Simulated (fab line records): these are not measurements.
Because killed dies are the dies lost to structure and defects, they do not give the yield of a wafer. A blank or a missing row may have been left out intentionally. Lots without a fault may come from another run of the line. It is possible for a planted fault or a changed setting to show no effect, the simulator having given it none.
Which of the tools did it? ; flow gf180mcu ; 6 lots, 18 wafers sampled, at 4 steps of a route of 602

== WHAT EACH GAUGE READ, for each wafer ==
GF_SALICIDE_RS_MEAS_04: measures by four-point-probe.
lot;measured;on;SALICIDE_TIN_RS (ohm/sq)
L189;day 15 07:11;filmMetro-03;16.63 16.71 16.45
L199;day 19 04:32;filmMetro-04;13.65 13.92 13.76
L203;day 20 08:28;filmMetro-03;16.70 16.52 16.55
L205;day 21 12:21;filmMetro-02;16.42 16.49 16.58
L209;day 22 17:56;filmMetro-04;16.18 16.51 16.16
L211;day 23 08:36;filmMetro-02;16.56 16.58 16.55

== WHAT TOOL EACH LOT RAN ON (gives the tool, then ch and the chambers of the sampled wafers, and finally the start) ==
lot;GF_SAB_CVD_00;GF_SAB_STRIP_13;GF_SALICIDE_SPUTTER_03
L189;pecvd-01 ch 0,1,2, day 14 10:13;plasmaAsher-03 ch 0,1, day 15 06:55;pvdSputter-04, day 15 07:06
L199;pecvd-02 ch 0,2, day 18 04:07;plasmaAsher-01 ch 0,1, day 19 04:16;pvdSputter-04, day 19 04:29
L203;pecvd-04 ch 0,2, day 19 08:33;plasmaAsher-04 ch 0,1, day 20 08:13;pvdSputter-03, day 20 08:25
L205;pecvd-04 ch 0,1, day 20 11:54;plasmaAsher-03 ch 0,1, day 21 12:07;pvdSputter-03, day 21 12:20
L209;pecvd-04 ch 0,1, day 21 18:51;plasmaAsher-04 ch 0,1, day 22 17:41;pvdSputter-03, day 22 17:55
L211;pecvd-01 ch 1,2, day 22 09:12;plasmaAsher-04 ch 0,1, day 23 08:21;pvdSputter-03, day 23 08:32
- GF_SAB_CVD_00: deposits SiO2 from TEOS, target thk 50 nm, time 4.9302 s.
- GF_SAB_STRIP_13: strips in O2/N2.
- GF_SALICIDE_SPUTTER_03: material TiN, target thk 20 nm, time 16.7 s.

== THE ANSWER, worked out from the rows above alone ==
Rule: what is usual is taken from the lots themselves. Put in order of their means at a reading, lots are off if they are a third of the lots or fewer, leave a main group of 4 or more, and stand apart from it by a gap of 3 or more times the standard deviation of the main group's means; of several such gaps the widest counts. Not used: any main group whose means are identical at the precision the tables above print for the reading. Also off: a lot with no number at a reading for which 4 or more lots have one. All remaining lots with rows at the step are treated as sound.
Off: L199, at GF_SALICIDE_RS_MEAS_04 (SALICIDE_TIN_RS). The main group: mean 16.51 ohm/sq, standard deviation 0.12.
A tool fits if, at a process step before that reading, it ran every lot that is off, and no sound lot after the first of them. The gauges at GF_SALICIDE_RS_MEAS_04 are tried like those tools. Can't be told from this: 3 tools fit, pecvd-02 at GF_SAB_CVD_00, plasmaAsher-01 at GF_SAB_STRIP_13, pvdSputter-04 at GF_SALICIDE_SPUTTER_03.

== WHAT HAD BEEN PUT IN BY THE SIMULATOR ==
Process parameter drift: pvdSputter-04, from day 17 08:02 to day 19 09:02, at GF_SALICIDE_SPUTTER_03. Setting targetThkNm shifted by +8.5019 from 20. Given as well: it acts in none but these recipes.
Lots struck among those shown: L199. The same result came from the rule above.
